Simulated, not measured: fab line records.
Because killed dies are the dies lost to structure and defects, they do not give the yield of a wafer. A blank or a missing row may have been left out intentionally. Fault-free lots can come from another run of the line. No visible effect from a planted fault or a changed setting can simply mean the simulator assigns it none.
What tool caused it? / flow gf180mcu / Sampling: 16 lots, 48 wafers, 5 of 602 route steps

WHAT EACH GAUGE READ, for each wafer
The record lacks any reading of a measuring or inspecting step that a usual standard deviation could be used to judge.

EACH LOT AND THE TOOL THAT RAN IT (in order: tool; ch and the chambers of the sampled wafers; start)
lot=L548; GF_V5_STRIP_18=plasma_asher-01 ch 0,1, day 27 11:19; GF_V5_SPUTTER_21=pvd_sputter-01, day 27 11:52; GF_TOP_METAL_SPUTTER_03=pvd_sputter-03, day 27 12:44; GF_PASSIVATION_ETCH_11=rie_diel-02 ch 0,2, day 29 05:31; GF_PASSIVATION_STRIP_12=plasma_asher-02 ch 0,1, day 29 05:47
lot=L549; GF_V5_STRIP_18=plasma_asher-04 ch 0,1, day 27 19:46; GF_V5_SPUTTER_21=pvd_sputter-01, day 27 20:20; GF_TOP_METAL_SPUTTER_03=pvd_sputter-01, day 27 21:11; GF_PASSIVATION_ETCH_11=rie_diel-03 ch 0,1, day 29 13:46; GF_PASSIVATION_STRIP_12=plasma_asher-03 ch 0,1, day 29 14:02
lot=L550; GF_V5_STRIP_18=plasma_asher-02 ch 0,1, day 28 06:35; GF_V5_SPUTTER_21=pvd_sputter-02, day 28 07:10; GF_TOP_METAL_SPUTTER_03=pvd_sputter-04, day 28 08:01; GF_PASSIVATION_ETCH_11=rie_diel-02 ch 1,2, day 29 23:40; GF_PASSIVATION_STRIP_12=plasma_asher-03 ch 0,1, day 30 00:04
lot=L553; GF_V5_STRIP_18=plasma_asher-02 ch 0,1, day 29 01:15; GF_V5_SPUTTER_21=pvd_sputter-02, day 29 01:48; GF_TOP_METAL_SPUTTER_03=pvd_sputter-03, day 29 02:40; GF_PASSIVATION_ETCH_11=rie_diel-02 ch 0,1, day 30 17:19; GF_PASSIVATION_STRIP_12=plasma_asher-03 ch 0,1, day 30 17:35
lot=L554; GF_V5_STRIP_18=plasma_asher-01 ch 0,1, day 29 08:58; GF_V5_SPUTTER_21=pvd_sputter-02, day 29 09:32; GF_TOP_METAL_SPUTTER_03=pvd_sputter-01, day 29 10:25; GF_PASSIVATION_ETCH_11=rie_diel-02 ch 0,1,3, day 30 23:55; GF_PASSIVATION_STRIP_12=plasma_asher-04 ch 0,1, day 31 00:11
lot=L555; GF_V5_STRIP_18=plasma_asher-01 ch 0,1, day 29 16:40; GF_V5_SPUTTER_21=pvd_sputter-04, day 29 17:14; GF_TOP_METAL_SPUTTER_03=pvd_sputter-03, day 29 18:06; GF_PASSIVATION_ETCH_11=rie_diel-02 ch 0,1,2, day 31 07:38; GF_PASSIVATION_STRIP_12=plasma_asher-02 ch 0,1, day 31 07:55
lot=L556; GF_V5_STRIP_18=plasma_asher-04 ch 0,1, day 30 05:26; GF_V5_SPUTTER_21=pvd_sputter-01, day 30 06:17; GF_TOP_METAL_SPUTTER_03=pvd_sputter-03, day 30 07:10; GF_PASSIVATION_ETCH_11=rie_diel-02 ch 0,2,3, day 31 19:04; GF_PASSIVATION_STRIP_12=plasma_asher-04 ch 0,1, day 31 19:22
lot=L558; GF_V5_STRIP_18=plasma_asher-02 ch 0,1, day 30 19:20; GF_V5_SPUTTER_21=pvd_sputter-04, day 30 19:53; GF_TOP_METAL_SPUTTER_03=pvd_sputter-04, day 30 20:52; GF_PASSIVATION_ETCH_11=rie_diel-03 ch 2,3, day 32 08:33; GF_PASSIVATION_STRIP_12=plasma_asher-02 ch 0,1, day 32 08:49
lot=L559; GF_V5_STRIP_18=plasma_asher-01 ch 0,1, day 30 20:38; GF_V5_SPUTTER_21=pvd_sputter-01, day 30 21:08; GF_TOP_METAL_SPUTTER_03=pvd_sputter-03, day 30 22:14; GF_PASSIVATION_ETCH_11=rie_diel-01 ch 0,1,3, day 32 10:23; GF_PASSIVATION_STRIP_12=plasma_asher-04 ch 0,1, day 32 10:33
lot=L560; GF_V5_STRIP_18=plasma_asher-02 ch 0,1, day 31 04:25; GF_V5_SPUTTER_21=pvd_sputter-02, day 31 04:57; GF_TOP_METAL_SPUTTER_03=pvd_sputter-03, day 31 05:49; GF_PASSIVATION_ETCH_11=rie_diel-03 ch 0,2,3, day 32 16:36; GF_PASSIVATION_STRIP_12=plasma_asher-02 ch 0,1, day 32 16:52
lot=L561; GF_V5_STRIP_18=plasma_asher-01 ch 0,1, day 31 08:18; GF_V5_SPUTTER_21=pvd_sputter-01, day 31 08:50; GF_TOP_METAL_SPUTTER_03=pvd_sputter-04, day 31 09:42; GF_PASSIVATION_ETCH_11=rie_diel-03 ch 1,2,3, day 32 20:39; GF_PASSIVATION_STRIP_12=plasma_asher-03 ch 0,1, day 32 20:55
lot=L563; GF_V5_STRIP_18=plasma_asher-04 ch 0,1, day 31 21:17; GF_V5_SPUTTER_21=pvd_sputter-01, day 31 21:47; GF_TOP_METAL_SPUTTER_03=pvd_sputter-03, day 31 22:39; GF_PASSIVATION_ETCH_11=rie_diel-01 ch 0,2,3, day 33 07:47; GF_PASSIVATION_STRIP_12=plasma_asher-02 ch 0,1, day 33 08:06
lot=L565; GF_V5_STRIP_18=plasma_asher-02 ch 0,1, day 32 09:33; GF_V5_SPUTTER_21=pvd_sputter-02, day 32 10:05; GF_TOP_METAL_SPUTTER_03=pvd_sputter-04, day 32 10:57; GF_PASSIVATION_ETCH_11=rie_diel-01 ch 0,2, day 33 20:20; GF_PASSIVATION_STRIP_12=plasma_asher-02 ch 0,1, day 33 20:37
lot=L567; GF_V5_STRIP_18=plasma_asher-04 ch 0,1, day 32 23:57; GF_V5_SPUTTER_21=pvd_sputter-01, day 33 00:29; GF_TOP_METAL_SPUTTER_03=pvd_sputter-01, day 33 01:22; GF_PASSIVATION_ETCH_11=rie_diel-03 ch 0,1,2, day 34 09:53; GF_PASSIVATION_STRIP_12=plasma_asher-02 ch 0,1, day 34 10:10
lot=L569; GF_V5_STRIP_18=plasma_asher-04 ch 0,1, day 33 05:51; GF_V5_SPUTTER_21=pvd_sputter-04, day 33 06:49; GF_TOP_METAL_SPUTTER_03=pvd_sputter-04, day 33 07:41; GF_PASSIVATION_ETCH_11=rie_diel-03 ch 2,3, day 34 15:02; GF_PASSIVATION_STRIP_12=plasma_asher-03 ch 0, day 34 15:19
lot=L570; GF_V5_STRIP_18=plasma_asher-04 ch 0,1, day 33 17:46; GF_V5_SPUTTER_21=pvd_sputter-01, day 33 18:17; GF_TOP_METAL_SPUTTER_03=pvd_sputter-03, day 33 19:10; GF_PASSIVATION_ETCH_11=rie_diel-03 ch 1,2,3, day 35 01:36; GF_PASSIVATION_STRIP_12=plasma_asher-03 ch 0,1, day 35 01:52
- GF_V5_STRIP_18: strips in O2/N2.
- GF_V5_SPUTTER_21: material Ti, target thk 15 nm, time 80.02 s.
- GF_TOP_METAL_SPUTTER_03: material Ti, target thk 5 nm, time 3.3 s.
- GF_PASSIVATION_ETCH_11: etches the open film in CF4/O2, stops on TiN, target depth 2040 nm, time 453.3 s.
- GF_PASSIVATION_STRIP_12: strips in O2/N2.

WHAT THE TOOLS THEMSELVES READ (means of the sampled wafers that have a number; where no wafer has one, the mark that the record gives instead)
GF_V5_STRIP_18.
lot=L548; tool=plasma_asher-01; drypump_motor_current_A (A)=6.3; heater_power_w (W)=342; oes_product_au (a.u.)=0.568; platen_temp_c (C)=250.00
lot=L549; tool=plasma_asher-04; drypump_motor_current_A (A)=6.1; heater_power_w (W)=362; oes_product_au (a.u.)=0.572; platen_temp_c (C)=250.16
lot=L550; tool=plasma_asher-02; drypump_motor_current_A (A)=6.3; heater_power_w (W)=331; oes_product_au (a.u.)=0.571; platen_temp_c (C)=250.06
lot=L553; tool=plasma_asher-02; drypump_motor_current_A (A)=6.3; heater_power_w (W)=328; oes_product_au (a.u.)=0.561; platen_temp_c (C)=250.22
lot=L554; tool=plasma_asher-01; drypump_motor_current_A (A)=6.4; heater_power_w (W)=345; oes_product_au (a.u.)=0.564; platen_temp_c (C)=249.94
lot=L555; tool=plasma_asher-01; drypump_motor_current_A (A)=6.5; heater_power_w (W)=303; oes_product_au (a.u.)=0.570; platen_temp_c (C)=249.74
lot=L556; tool=plasma_asher-04; drypump_motor_current_A (A)=6.1; heater_power_w (W)=343; oes_product_au (a.u.)=0.568; platen_temp_c (C)=249.78
lot=L558; tool=plasma_asher-02; drypump_motor_current_A (A)=6.3; heater_power_w (W)=327; oes_product_au (a.u.)=0.571; platen_temp_c (C)=250.01
lot=L559; tool=plasma_asher-01; drypump_motor_current_A (A)=6.5; heater_power_w (W)=313; oes_product_au (a.u.)=0.568; platen_temp_c (C)=250.15
lot=L560; tool=plasma_asher-02; drypump_motor_current_A (A)=6.3; heater_power_w (W)=334; oes_product_au (a.u.)=0.569; platen_temp_c (C)=250.07
lot=L561; tool=plasma_asher-01; drypump_motor_current_A (A)=6.5; heater_power_w (W)=307; oes_product_au (a.u.)=0.561; platen_temp_c (C)=249.84
lot=L563; tool=plasma_asher-04; drypump_motor_current_A (A)=6.1; heater_power_w (W)=351; oes_product_au (a.u.)=0.569; platen_temp_c (C)=249.90
lot=L565; tool=plasma_asher-02; drypump_motor_current_A (A)=6.3; heater_power_w (W)=332; oes_product_au (a.u.)=0.570; platen_temp_c (C)=249.93
lot=L567; tool=plasma_asher-04; drypump_motor_current_A (A)=6.1; heater_power_w (W)=347; oes_product_au (a.u.)=0.564; platen_temp_c (C)=250.01
lot=L569; tool=plasma_asher-04; drypump_motor_current_A (A)=6.1; heater_power_w (W)=368; oes_product_au (a.u.)=0.566; platen_temp_c (C)=249.99
lot=L570; tool=plasma_asher-04; drypump_motor_current_A (A)=6.1; heater_power_w (W)=359; oes_product_au (a.u.)=0.564; platen_temp_c (C)=250.09

GF_V5_SPUTTER_21.
lot=L548; tool=pvd_sputter-01; throttle_valve_pct (%)=29.2
lot=L549; tool=pvd_sputter-01; throttle_valve_pct (%)=28.2
lot=L550; tool=pvd_sputter-02; throttle_valve_pct (%)=30.2
lot=L553; tool=pvd_sputter-02; throttle_valve_pct (%)=30.2
lot=L554; tool=pvd_sputter-02; throttle_valve_pct (%)=30.4
lot=L555; tool=pvd_sputter-04; throttle_valve_pct (%)=29.9
lot=L556; tool=pvd_sputter-01; throttle_valve_pct (%)=28.9
lot=L558; tool=pvd_sputter-04; throttle_valve_pct (%)=29.1
lot=L559; tool=pvd_sputter-01; throttle_valve_pct (%)=28.6
lot=L560; tool=pvd_sputter-02; throttle_valve_pct (%)=29.7
lot=L561; tool=pvd_sputter-01; throttle_valve_pct (%)=29.1
lot=L563; tool=pvd_sputter-01; throttle_valve_pct (%)=28.1
lot=L565; tool=pvd_sputter-02; throttle_valve_pct (%)=30.3
lot=L567; tool=pvd_sputter-01; throttle_valve_pct (%)=29.2
lot=L569; tool=pvd_sputter-04; throttle_valve_pct (%)=29.5
lot=L570; tool=pvd_sputter-01; throttle_valve_pct (%)=28.9

GF_TOP_METAL_SPUTTER_03.
lot=L548; tool=pvd_sputter-03; throttle_valve_pct (%)=31.0
lot=L549; tool=pvd_sputter-01; throttle_valve_pct (%)=30.0
lot=L550; tool=pvd_sputter-04; throttle_valve_pct (%)=29.6
lot=L553; tool=pvd_sputter-03; throttle_valve_pct (%)=30.9
lot=L554; tool=pvd_sputter-01; throttle_valve_pct (%)=29.2
lot=L555; tool=pvd_sputter-03; throttle_valve_pct (%)=29.5
lot=L556; tool=pvd_sputter-03; throttle_valve_pct (%)=29.2
lot=L558; tool=pvd_sputter-04; throttle_valve_pct (%)=30.5
lot=L559; tool=pvd_sputter-03; throttle_valve_pct (%)=29.6
lot=L560; tool=pvd_sputter-03; throttle_valve_pct (%)=29.7
lot=L561; tool=pvd_sputter-04; throttle_valve_pct (%)=29.8
lot=L563; tool=pvd_sputter-03; throttle_valve_pct (%)=30.7
lot=L565; tool=pvd_sputter-04; throttle_valve_pct (%)=29.2
lot=L567; tool=pvd_sputter-01; throttle_valve_pct (%)=29.2
lot=L569; tool=pvd_sputter-04; throttle_valve_pct (%)=30.2
lot=L570; tool=pvd_sputter-03; throttle_valve_pct (%)=30.0

GF_PASSIVATION_ETCH_11.
lot=L548; tool=rie_diel-02; drypump_motor_current_A (A)=5.4; oes_product_au (a.u.)=0.988; throttle_valve_pct (%)=5.971
lot=L549; tool=rie_diel-03; drypump_motor_current_A (A)=5.3; oes_product_au (a.u.)=0.993; throttle_valve_pct (%)=5.975
lot=L550; tool=rie_diel-02; drypump_motor_current_A (A)=5.6; oes_product_au (a.u.)=0.992; throttle_valve_pct (%)=5.965
lot=L553; tool=rie_diel-02; drypump_motor_current_A (A)=5.4; oes_product_au (a.u.)=0.836; throttle_valve_pct (%)=5.926
lot=L554; tool=rie_diel-02; drypump_motor_current_A (A)=5.4; oes_product_au (a.u.)=0.842; throttle_valve_pct (%)=5.925
lot=L555; tool=rie_diel-02; drypump_motor_current_A (A)=5.4; oes_product_au (a.u.)=0.837; throttle_valve_pct (%)=5.920
lot=L556; tool=rie_diel-02; drypump_motor_current_A (A)=5.4; oes_product_au (a.u.)=0.836; throttle_valve_pct (%)=5.912
lot=L558; tool=rie_diel-03; drypump_motor_current_A (A)=5.1; oes_product_au (a.u.)=0.989; throttle_valve_pct (%)=5.960
lot=L559; tool=rie_diel-01; drypump_motor_current_A (A)=5.8; oes_product_au (a.u.)=0.985; throttle_valve_pct (%)=5.962
lot=L560; tool=rie_diel-03; drypump_motor_current_A (A)=5.3; oes_product_au (a.u.)=0.994; throttle_valve_pct (%)=5.968
lot=L561; tool=rie_diel-03; drypump_motor_current_A (A)=5.3; oes_product_au (a.u.)=0.990; throttle_valve_pct (%)=5.975
lot=L563; tool=rie_diel-01; drypump_motor_current_A (A)=5.6; oes_product_au (a.u.)=0.990; throttle_valve_pct (%)=5.961
lot=L565; tool=rie_diel-01; drypump_motor_current_A (A)=5.3; oes_product_au (a.u.)=0.987; throttle_valve_pct (%)=5.968
lot=L567; tool=rie_diel-03; drypump_motor_current_A (A)=5.1; oes_product_au (a.u.)=0.989; throttle_valve_pct (%)=5.970
lot=L569; tool=rie_diel-03; drypump_motor_current_A (A)=5.6; oes_product_au (a.u.)=0.986; throttle_valve_pct (%)=5.974
lot=L570; tool=rie_diel-03; drypump_motor_current_A (A)=5.4; oes_product_au (a.u.)=0.990; throttle_valve_pct (%)=5.963

GF_PASSIVATION_STRIP_12.
lot=L548; tool=plasma_asher-02; drypump_motor_current_A (A)=6.3; heater_power_w (W)=330; oes_product_au (a.u.)=0.717; platen_temp_c (C)=249.84; strip_time_to_endpoint_s (s)=32.82
lot=L549; tool=plasma_asher-03; drypump_motor_current_A (A)=4.8; heater_power_w (W)=334; oes_product_au (a.u.)=0.721; platen_temp_c (C)=249.82; strip_time_to_endpoint_s (s)=32.82
lot=L550; tool=plasma_asher-03; drypump_motor_current_A (A)=4.8; heater_power_w (W)=336; oes_product_au (a.u.)=0.724; platen_temp_c (C)=249.77; strip_time_to_endpoint_s (s)=33.13
lot=L553; tool=plasma_asher-03; drypump_motor_current_A (A)=5.0; heater_power_w (W)=307; oes_product_au (a.u.)=0.722; platen_temp_c (C)=249.86; strip_time_to_endpoint_s (s)=37.00
lot=L554; tool=plasma_asher-04; drypump_motor_current_A (A)=6.1; heater_power_w (W)=361; oes_product_au (a.u.)=0.723; platen_temp_c (C)=249.86; strip_time_to_endpoint_s (s)=37.03
lot=L555; tool=plasma_asher-02; drypump_motor_current_A (A)=6.3; heater_power_w (W)=330; oes_product_au (a.u.)=0.719; platen_temp_c (C)=249.90; strip_time_to_endpoint_s (s)=36.86
lot=L556; tool=plasma_asher-04; drypump_motor_current_A (A)=6.1; heater_power_w (W)=346; oes_product_au (a.u.)=0.718; platen_temp_c (C)=249.84; strip_time_to_endpoint_s (s)=36.80
lot=L558; tool=plasma_asher-02; drypump_motor_current_A (A)=6.3; heater_power_w (W)=328; oes_product_au (a.u.)=0.714; platen_temp_c (C)=249.88; strip_time_to_endpoint_s (s)=32.81
lot=L559; tool=plasma_asher-04; drypump_motor_current_A (A)=6.1; heater_power_w (W)=347; oes_product_au (a.u.)=0.719; platen_temp_c (C)=250.08; strip_time_to_endpoint_s (s)=33.00
lot=L560; tool=plasma_asher-02; drypump_motor_current_A (A)=6.3; heater_power_w (W)=332; oes_product_au (a.u.)=0.721; platen_temp_c (C)=249.89; strip_time_to_endpoint_s (s)=32.75
lot=L561; tool=plasma_asher-03; drypump_motor_current_A (A)=4.9; heater_power_w (W)=306; oes_product_au (a.u.)=0.719; platen_temp_c (C)=250.09; strip_time_to_endpoint_s (s)=32.92
lot=L563; tool=plasma_asher-02; drypump_motor_current_A (A)=6.3; heater_power_w (W)=329; oes_product_au (a.u.)=0.717; platen_temp_c (C)=250.06; strip_time_to_endpoint_s (s)=32.89
lot=L565; tool=plasma_asher-02; drypump_motor_current_A (A)=5.9; heater_power_w (W)=334; oes_product_au (a.u.)=0.719; platen_temp_c (C)=250.00; strip_time_to_endpoint_s (s)=33.10
lot=L567; tool=plasma_asher-02; drypump_motor_current_A (A)=6.3; heater_power_w (W)=327; oes_product_au (a.u.)=0.718; platen_temp_c (C)=250.01; strip_time_to_endpoint_s (s)=33.12
lot=L569; tool=plasma_asher-03; drypump_motor_current_A (A)=5.2; heater_power_w (W)=281; oes_product_au (a.u.)=0.716; platen_temp_c (C)=250.02; strip_time_to_endpoint_s (s)=33.10
lot=L570; tool=plasma_asher-03; drypump_motor_current_A (A)=5.0; heater_power_w (W)=308; oes_product_au (a.u.)=0.721; platen_temp_c (C)=249.74; strip_time_to_endpoint_s (s)=32.89

THE ANSWER, worked out from the rows above alone
Rule: what is usual is taken from the lots themselves. Put in order of their means at a reading, lots are off if they are a third of the lots or fewer, leave a main group of 4 or more, and stand apart from it by a gap of 3 or more times the standard deviation of the main group's means; of several such gaps the widest counts. The tables above print the reading to a certain number of digits; a main group whose means all agree to those digits is not used. Also off: a lot with no number at a reading for which 4 or more lots have one. Where the step has rows for the other lots, those lots are counted as sound. Order of review: gauges by route order, followed by the tools' own readings, for which a lot's mean as printed above is used. At the first step where some lot is off, the reading lying furthest off is the one used; lots without a number count as furthest.
Off at GF_PASSIVATION_ETCH_11 (oes_product_au): L553, L554, L555, L556. Main group: mean 0.989 a.u., sd 0.0026.
A tool fits if, at that step or a process step before it, it ran every lot that is off, and no sound lot after the first of them. One fits: GF_PASSIVATION_ETCH_11 on rie_diel-02. A fault onset in the window from L550 (day 29 23:40, its last sound lot) to L553 (day 30 17:19, its first lot off) fits.
The tool's own readings at GF_PASSIVATION_ETCH_11 bear it out: on the lots that are off they differ by more than 5 times the standard deviation of the sound lots' means. oes_product_au reads 0.838 a.u. there against 0.989 a.u. on the sound lots; throttle_valve_pct reads 5.921 % there against 5.968 % on the sound lots.

WHAT THE SIMULATOR HAD PUT IN
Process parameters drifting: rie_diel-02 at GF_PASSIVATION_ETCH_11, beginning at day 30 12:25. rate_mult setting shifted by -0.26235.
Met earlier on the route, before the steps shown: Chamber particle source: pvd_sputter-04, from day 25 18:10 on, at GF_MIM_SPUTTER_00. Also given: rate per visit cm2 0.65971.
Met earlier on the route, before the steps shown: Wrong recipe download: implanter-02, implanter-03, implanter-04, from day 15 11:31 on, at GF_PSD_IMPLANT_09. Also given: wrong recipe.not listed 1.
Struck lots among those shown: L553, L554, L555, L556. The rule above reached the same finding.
